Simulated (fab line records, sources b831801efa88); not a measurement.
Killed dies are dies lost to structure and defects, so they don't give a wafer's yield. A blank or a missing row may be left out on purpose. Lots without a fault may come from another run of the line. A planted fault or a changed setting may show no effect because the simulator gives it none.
fab line records | flow sky130
record lots=4 wafers=12 last_day=50
route steps=708 shown VIA2@527 METAL3@532 CAPM@537 PAD_OPEN@708
lots that met no fault: from a run of the same line without faults
start_h: hours from the record's first day to the start of the lot's first wafer shown | wait_h: hours since the lot's step before | " the same as in the row above | L1.1+2: a row that stands for several wafers | - no value, or no start given | * or withheld: withheld | < > ~ a bound
route shown NAME@n: a module of which the file shows steps, and the number in the route of the first | usual: mean/standard deviation of fault-free wafers | same: alike in all rows | chamber/n: place in a boat | sites: the reading at each site | _std_site: their standard deviation | _edge_site: outer sites' mean less inner sites' | radius_mm: how far each site lies from the wafer's centre | mask NAME#n: copy n | behind: the tool/chamber that last shaped the wafer | hold: why the lot was held/for how many hours/how that ended | device: the transistor (n, p or np) that didn't switch | end of line: the same wafers' tests at the end of the route | a step without rows: its recipe alone | killed: dies lost to structure and defects at the first sort, not the wafer's yield | map: a wafer's dies, x killed, . not, _ none there
set.NAME: the setting as run; set.NAME@STEP: as run at that earlier step | model.NAME: the simulator's own value behind a step, which no gauge read
lots at some steps of the route; a table a step, a row a wafer
services: from which hour (start_h, from the record's first day; less than 0 if before it) a tool's chamber was out of use, for how many hours, and why
## steps
# step SKY_VIA2_SPUTTER_20
# recipe material=TiN target_thk_nm=20 chamber_pressure_pa=5 power_w=4000 time_s=80
# step SKY_VIA2_CVD_21
# recipe material=W target_thk_nm=420 time_s=126.4 temp_c=400 pressure_torr=40
# step SKY_VIA2_CMP_24
# recipe stop_on=SiO2 t_overpolish_s=20 down_force_psi=3.5 platen_rpm=60 target_thk_nm=0 pad_velocity_m_s=0.94248
# step SKY_METAL3_SPUTTER_00
# recipe material=Ti target_thk_nm=15 power_w=3000 time_s=10 chamber_pressure_pa=0.4
# step SKY_METAL3_SPUTTER_01
# recipe material=TiN target_thk_nm=20 power_w=6500 time_s=16.7 chamber_pressure_pa=0.4
# step SKY_METAL3_SPUTTER_02
# recipe material=AlCu target_thk_nm=735 power_w=10600 time_s=39.1 chamber_pressure_pa=0.4
# step SKY_METAL3_SPUTTER_03
# recipe material=Ti target_thk_nm=5 power_w=3000 time_s=3.3 chamber_pressure_pa=0.4
# step SKY_METAL3_SPUTTER_04
# recipe material=TiN target_thk_nm=70 power_w=6500 time_s=58.3 chamber_pressure_pa=0.4
# step SKY_CAPM_CVD_00
# recipe material=SiO2 target_thk_nm=15.5 temp_c=400 time_s=withheld rf_w=450
# step SKY_CAPM_SPUTTER_02
# recipe material=TiN target_thk_nm=200 temp_c=300 power_w=6500 time_s=166.7 chamber_pressure_pa=0.4
# usual throttle_valve_pct=30.0/0.96
# columns lot.wafer tool chamber start_h wait_h throttle_valve_pct model.TiN_of_CAPM_SPUTTER_02.thk_nm
L638.2 pvd_sputter-02 - 874.93 0.0 30.9 198.1
L638.5 " - " " 29.2 199.6
L638.6 " - " " 29.9 202.4
L656.3 pvd_sputter-02 - 993.86 0.0 29.4 215.6
L656.4 " - " " 28.6 215.9
L656.5 " - " " 31.4 211.9
L657.1 pvd_sputter-02 - 996.47 0.1 29.3 216.4
L657.2 " - " " 31.2 212.6
L657.3 " - " " 28.7 216.2
L659.2 pvd_sputter-03 - 1008.22 0.0 29.0 199.4
L659.4 " - " " 29.3 198.7
L659.5 " - " " 29.9 202.3
# step SKY_CAPM_RS_MEAS_03
# recipe thk_meas_gauge=four-point-probe reads=TiN_of_CAPM_SPUTTER_02
# usual CAPM_TIN_RS=6.91/0.11
# columns lot.wafer tool chamber start_h wait_h hold CAPM_TIN_RS[ohm/sq]
L638.2 film_metro-03 - 875.06 0.1 - 6.99
L638.5 " - " " - 6.93
L638.6 " - " " - 6.84
L656.3 film_metro-03 - 994.01 0.1 await_dispo/0.2h/release 6.39
L656.4 " - " " await_dispo/0.2h/release 6.40
L656.5 " - " " await_dispo/0.2h/release 6.51
L656.3 film_metro-03 - 994.30 0.3 - 6.39
L656.4 " - " " - 6.40
L656.5 " - " " - 6.52
L657.1 film_metro-01 - 996.58 0.1 await_dispo/0.2h/release 6.36
L657.2 " - " " await_dispo/0.2h/release 6.50
L657.3 " - " " await_dispo/0.2h/release 6.38
L657.1 film_metro-01 - 996.87 0.3 - 6.37
L657.2 " - " " - 6.49
L657.3 " - " " - 6.40
L659.2 film_metro-01 - 1008.35 0.1 - 6.96
L659.4 " - " " - 6.96
L659.5 " - " " - 6.83
# step SKY_CAPM_THK_MEAS_04
# recipe thk_meas_gauge=xrf reads=TiN_of_CAPM_SPUTTER_02
# usual CAPM_TIN_THK=202/3.3
# columns lot.wafer tool chamber start_h wait_h hold CAPM_TIN_THK[nm]
L638.2 film_metro-03 - 875.17 0.1 - 201
L638.5 " - " " - 203
L638.6 " - " " - 206
L656.3 film_metro-03 - 997.07 2.7 await_dispo/0.2h/release 219
L656.4 " - " " await_dispo/0.2h/release 219
L656.5 " - " " await_dispo/0.2h/release 216
L656.3 film_metro-03 - 997.32 0.2 - 219
L656.4 " - " " - 218
L656.5 " - " " - 215
L657.1 film_metro-01 - 998.76 1.9 await_dispo/0.2h/release 219
L657.2 " - " " await_dispo/0.2h/release 215
L657.3 " - " " await_dispo/0.2h/release 218
L657.1 film_metro-01 - 998.98 0.2 - 219
L657.2 " - " " - 215
L657.3 " - " " - 219
L659.2 film_metro-01 - 1008.46 0.1 - 200
L659.4 " - " " - 200
L659.5 " - " " - 203
# step SKY_CAPM_HMDS_06
# recipe prime_time_s=60 prime_temp_c=120
# step SKY_CAPM_COAT_07
# recipe resist=NOVOLAK spin_rpm=3000 resist_thk_nm=1118
# step SKY_CAPM_SOFTBAKE_08
# recipe temp_c=90 time_s=60 resist=NOVOLAK
# step SKY_CAPM_EXPOSE_09
# recipe mask_id=CAPM na=0.6 source_shape=conventional sigma_outer=0.6 polarization=unpolarized target_cd_nm=1000 dose_mj=159
# step SKY_CAPM_PEB_10
# recipe temp_c=withheld time_s=* resist=NOVOLAK
# step SKY_CAPM_DEVELOP_11
# recipe resist=NOVOLAK developer=TMAH develop_time_s=60 dev_temp_c=23
# step SKY_CAPM_METAL_ETCH_13
# recipe target_depth_nm=220 stop_on=SiO2 chemistry=Cl2/BCl3 target=TiN pressure_mtorr=10 icp_w=900 bias_w=48.5 Cl2_flow_sccm=60 bcl3_flow_sccm=30 time_s=62.9
# usual drypump_motor_current_A=5.8/0.52 oes_product_au=0.941/0.01 throttle_valve_pct=21.901/0.011
# columns lot.wafer tool chamber start_h wait_h drypump_motor_current_A oes_product_au rf_hours_counter_h throttle_valve_pct
L638.2 rie_metal-03 0 900.55 0.0 4.7 0.933 9 21.906
L638.5 " 0 " " 4.7 0.942 - 21.906
L638.6 " 1 " " 6.2 0.955 - 21.906
L656.3 rie_metal-04 1 1016.33 0.0 6.1 0.988 - 21.877
L656.4 " 0 " " 5.8 0.980 - 21.872
L656.5 " 0 " " 5.9 0.974 - 21.870
L657.1 rie_metal-04 0 1019.00 0.0 5.8 0.986 9 21.884
L657.2 " 1 " " 6.1 0.972 18 21.898
L657.3 " 0 " " 5.8 0.983 - 21.881
L659.2 rie_metal-02 1 1029.89 0.0 5.7 0.942 20 21.918
L659.4 " 0 " " 6.4 0.943 - 21.899
L659.5 " 0 " " 6.4 0.954 - 21.895
# step SKY_CAPM_STRIP_14
# recipe chemistry=O2/N2 power_w=1400 pressure_mtorr=1500 platen_temp_c=withheld o2_flow_sccm=3000 n2_flow_sccm=300 overash_fraction=0.5
# step SKY_CAPM_STRIP_15
# recipe chemistry=post_etch_residue_remover time_s=1200 temp_c=72.5
# step SKY_CAPM_CLEAN_16
# recipe chemistry=IPA time_s=180 temp_c=25
# step SKY_CAPM_CLEAN_17
# recipe chemistry=O3/DIW dry=n2_spin
# step SKY_METAL3_DEHYDRATE_05
# recipe temp_c=200 time_s=60
# step SKY_METAL3_HMDS_06
# recipe prime_time_s=60 prime_temp_c=120
# step SKY_METAL3_COAT_07
# recipe resist=BARC temp_c=withheld time_s=withheld spin_rpm=3000 resist_thk_nm=60
# step SKY_METAL3_COAT_08
# recipe resist=KrF-thick spin_rpm=3000 resist_thk_nm=1140
# step SKY_METAL3_SOFTBAKE_09
# recipe temp_c=100 time_s=90 resist=KrF-thick
# step SKY_METAL3_EXPOSE_10
# recipe mask_id=MM3 na=0.68 source_shape=annular sigma_inner=0.4 sigma_outer=0.8 target_cd_nm=300 dose_mj=28
# step SKY_METAL3_PEB_11
# recipe peb_temp_c=withheld peb_time_s=withheld resist=KrF-thick
# step SKY_METAL3_DEVELOP_12
# recipe develop_time_s=60 resist=KrF-thick dev_temp_c=21
# step SKY_METAL3_DESCUM_15
# recipe chemistry=O2 source_power_w=150 bias_power_w=0 pressure_mtorr=10 temp_c=40 time_s=8
# step SKY_METAL3_ETCH_16
# recipe chemistry=N2/H2 target=BARC ion_energy_ev=200 bias_w=100 pressure_mtorr=30 n2_flow_sccm=100 h2_flow_sccm=200 icp_w=500 stop_on=SiO2 time_s=88.2 target_depth_a=600
# step SKY_METAL3_ETCH_17
# recipe target=SiO2 stop_on=TiN chemistry=C4F8/O2/Ar source_w=1500 bias_w=1200 pressure_mtorr=40 c4f8_flow_sccm=withheld O2_flow_sccm=6 Ar_flow_sccm=300 time_s=3.9 target_depth_a=150
# step SKY_METAL3_METAL_ETCH_18
# recipe target_depth_a=8450 stop_on=SiO2 over_etch_frac=0.3 time_s=183.1 chemistry=Cl2/BCl3 resist_sidewall_deg=88 pressure_mtorr=10 icp_w=900 bias_w=48.5 Cl2_flow_sccm=60 bcl3_flow_sccm=30
# step SKY_METAL3_STRIP_20
# recipe chemistry=post_etch_residue_remover time_s=1200 temp_c=72.5
# columns lot.wafer tool chamber start_h wait_h model.TiN_of_CAPM_SPUTTER_02.thk_nm
L638.2 wet_bench-04 0 927.22 0.1 197.2
L638.5 " 0 " " 198.8
L638.6 " 0 " " 201.5
L656.3 wet_bench-03 0 1039.09 0.0 214.8
L656.4 " 0 " " 215.1
L656.5 " 0 " " 211
L657.1 wet_bench-01 1 1042.45 0.1 215.6
L657.2 " 1 " " 211.8
L657.3 " 1 " " 215.3
L659.2 wet_bench-04 2 1053.75 0.1 198.5
L659.4 " 2 " " 197.8
L659.5 " 2 " " 201.5
# step SKY_PAD_OPEN_PROBE_99
# usual defect_limited_yield=83.0/1.8 killed_at_M0_to_M3=43/7.5 killed_at_M4_up=3.0/1.6 killed_at_contacts=23/5.8 killed_at_front_end=14/4.8 killed_at_other=0.3/0.52 killed_dies=84/9.1 killed_open=47/7.2 killed_short=37/5.8 sort_bin_3_pad_short=0.9/0.38 sort_bin_5_function=10.0/1.5 sort_bin_6_memory=6.1/1.1 sort_n_pass=408/9.1 sort_yield_pct=83.0/1.8
# same gross_dies=492 killed_at_back_side=0 sort_bin_4_leakage[%]=0 sort_bin_8_speed[%]=0
# columns lot.wafer tool chamber start_h wait_h defect_limited_yield[%] killed_at_M0_to_M3 killed_at_M4_up killed_at_contacts killed_at_front_end killed_at_other killed_dies killed_open killed_short sort_bin_3_pad_short[%] sort_bin_5_function[%] sort_bin_6_memory[%] sort_n_pass sort_yield_pct[%] model.etest.cap_mim.plate_ohm_sq
L638.2 prober-01 - 1096.06 0.1 79.3 59 2 24 17 0 102 48 54 0.8 13.4 6.5 390 79.3 5.997
L638.5 prober-01 - 1096.21 0.2 83.9 49 3 18 9 0 79 43 36 0.2 11.2 4.7 413 83.9 5.979
L638.6 prober-01 - 1096.26 0.2 80.9 54 1 19 19 1 94 56 38 1.4 10.2 7.5 398 80.9 5.919
L656.3 prober-01 - 1184.08 0.2 81.5 64 2 15 10 0 91 51 40 0.8 10.6 7.1 401 81.5 5.589
L656.4 prober-01 - 1184.13 0.2 82.7 47 3 20 15 0 85 49 36 1.2 11.2 4.9 407 82.7 5.585
L656.5 prober-01 - 1184.18 0.2 84.3 51 1 13 12 0 77 50 27 0.4 9.1 6.1 415 84.3 5.7
L657.1 prober-02 - 1185.48 0.1 84.8 29 5 27 14 0 75 37 38 0.6 9.3 5.3 417 84.8 5.561
L657.2 prober-02 - 1185.53 0.1 81.1 44 7 17 25 0 93 41 52 1.6 10.8 6.5 399 81.1 5.67
L657.3 prober-02 - 1185.58 0.2 84.3 38 1 19 19 0 77 38 39 0.8 8.7 6.1 415 84.3 5.561
L659.2 prober-02 - 1198.18 0.1 82.1 44 2 28 14 0 88 44 44 0.4 11.8 5.7 404 82.1 5.983
L659.4 prober-02 - 1198.28 0.2 84.8 32 3 24 16 0 75 45 30 0.6 8.7 5.9 417 84.8 6.048
L659.5 prober-02 - 1198.33 0.2 87.0 42 2 10 9 1 64 32 32 0.4 6.5 6.1 428 87.0 5.904
# killed by level:class
L638.2 VIA1:geometric_particle:open=14 METAL1:geometric_particle:short=13 CONTACT:geometric_particle:open=10 VIA1:geometric_particle:short=9 FIELD_ISO:geometric_particle:open=5 METAL2:geometric_particle:short=5 METAL3:geometric_particle:short=5 FIELD_ISO:geometric_particle:short=4
L638.5 METAL1:geometric_particle:short=9 VIA1:geometric_particle:open=9 LI_CONTACT:geometric_particle:open=8 VIA2:geometric_particle:open=8 VIA3:geometric_particle:open=8 CONTACT:geometric_particle:open=5 VIA1:geometric_particle:short=5 FIELD_ISO:geometric_particle:short=4
L638.6 VIA3:geometric_particle:open=9 VIA1:geometric_particle:open=8 METAL2:geometric_particle:short=8 FIELD_ISO:geometric_particle:open=7 LI_CONTACT:geometric_particle:open=7 CONTACT:geometric_particle:open=6 VIA2:geometric_particle:open=6 FIELD_ISO:geometric_particle:short=5
L656.3 VIA1:geometric_particle:open=12 VIA2:geometric_particle:open=11 METAL1:geometric_particle:short=10 LI_CONTACT:geometric_particle:open=7 METAL2:geometric_particle:short=7 CONTACT:geometric_particle:open=6 VIA1:geometric_particle:short=6 VIA2:geometric_particle:short=6
L656.4 VIA2:geometric_particle:open=10 VIA1:geometric_particle:open=9 CONTACT:geometric_particle:open=9 VIA3:geometric_particle:open=6 FIELD_ISO:geometric_particle:short=5 VIA2:geometric_particle:short=5 CONTACT:geometric_particle:short=5 FIELD_ISO:geometric_particle:open=4
L656.5 VIA1:geometric_particle:open=16 CONTACT:geometric_particle:open=7 VIA3:geometric_particle:open=7 LI_CONTACT:geometric_particle:open=5 VIA1:geometric_particle:short=5 METAL3:geometric_particle:short=4 METAL1:geometric_particle:short=4 VIA2:geometric_particle:open=4
L657.1 CONTACT:geometric_particle:open=9 LOCAL_INTERCONNECT:geometric_particle:short=8 VIA1:geometric_particle:open=6 POLY_GATE:geometric_particle:open=5 VIA3:geometric_particle:open=5 LI_CONTACT:geometric_particle:open=4 CONTACT:geometric_particle:short=4 METAL1:geometric_particle:short=4
L657.2 VIA1:geometric_particle:open=12 VIA1:geometric_particle:short=8 FIELD_ISO:geometric_particle:short=7 CONTACT:geometric_particle:short=7 METAL2:geometric_particle:short=7 POLY_GATE:geometric_particle:short=6 POLY_GATE:geometric_particle:open=5 CONTACT:geometric_particle:open=5
L657.3 POLY_GATE:geometric_particle:open=6 VIA1:geometric_particle:open=6 VIA3:geometric_particle:open=6 LI_CONTACT:geometric_particle:open=5 LOCAL_INTERCONNECT:geometric_particle:short=5 METAL2:geometric_particle:short=5 METAL1:geometric_particle:short=5 METAL3:geometric_particle:short=5
L659.2 VIA1:geometric_particle:open=9 VIA3:geometric_particle:open=9 CONTACT:geometric_particle:short=8 VIA1:geometric_particle:short=8 LI_CONTACT:geometric_particle:open=7 CONTACT:geometric_particle:open=6 FIELD_ISO:geometric_particle:open=5 VIA2:geometric_particle:open=5
L659.4 CONTACT:geometric_particle:open=8 VIA1:geometric_particle:open=8 LI_CONTACT:geometric_particle:open=7 VIA2:geometric_particle:open=6 METAL3:geometric_particle:short=5 FIELD_ISO:geometric_particle:open=4 POLY_GATE:geometric_particle:open=4 FIELD_ISO:geometric_particle:short=3
L659.5 VIA1:geometric_particle:open=7 VIA3:geometric_particle:open=7 METAL2:geometric_particle:short=6 CONTACT:geometric_particle:short=4 METAL1:geometric_particle:short=4 VIA2:geometric_particle:open=4 METAL3:geometric_particle:short=4 POLY_GATE:geometric_particle:open=3
## services
# columns tool chamber start_h hours kind
rie_metal-03 - 885.73 0.2 repair
wet_bench-01 - 892.60 8.5 repair
pvd_sputter-03 - 899.98 5.2 repair
wet_bench-04 - 916.75 1.9 pm
rie_metal-03 1 939.84 8.7 repair
wet_bench-01 - 954.36 1.9 repair
pvd_sputter-03 - 956.95 2.0 repair
rie_metal-02 1 978.43 20.2 repair
pvd_sputter-03 1 996.69 - consumable_replace:kit
pvd_sputter-03 1 996.69 18.0 scheduled_down
pvd_sputter-03 1 996.69 18.0 vent_cycle
pvd_sputter-02 - 1025.60 4.2 repair
pvd_sputter-02 1 1030.19 - consumable_replace:kit
pvd_sputter-02 1 1030.19 18.0 scheduled_down
pvd_sputter-02 1 1030.19 18.0 vent_cycle
pvd_sputter-03 - 1032.88 9.4 repair
rie_metal-02 1 1040.36 - clean
rie_metal-02 1 1040.36 13.5 scheduled_down
rie_metal-02 1 1040.36 13.5 vent_cycle
wet_bench-04 - 1040.58 1.6 repair
pvd_sputter-02 - 1046.12 15.0 repair
## key
first_sign step=SKY_CAPM_RS_MEAS_03 reading=visit direction=added
effect step=SKY_CAPM_RS_MEAS_03 reading=CAPM_TIN_RS direction=down sigmas=4.3 usual=6.91 struck=6.42
effect step=SKY_CAPM_THK_MEAS_04 reading=visit direction=added
effect step=SKY_CAPM_METAL_ETCH_13 reading=oes_product_au direction=up sigmas=3.8 usual=0.941 struck=0.980
model_effect step=SKY_CAPM_SPUTTER_02 value=TiN_of_CAPM_SPUTTER_02.thk_nm without=196.8 struck=214.8
model_effect step=SKY_METAL3_STRIP_20 value=TiN_of_CAPM_SPUTTER_02.thk_nm without=196 struck=213.9
model_effect step=SKY_PAD_OPEN_PROBE_99 value=etest.cap_mim.plate_ohm_sq without=6.123 struck=5.611
met_at SKY_CAPM_SPUTTER_02
struck_wafers L656.3,L656.4,L656.5,L657.1,L657.2,L657.3
onset_between 874.93 993.86
fault kind=process_parameter_drift tool=pvd_sputter-02 chamber=- onset_h=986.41 steps=SKY_CAPM_SPUTTER_02 channel=time_s offset=* shape=step end_h=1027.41 acts_in=* stated=*
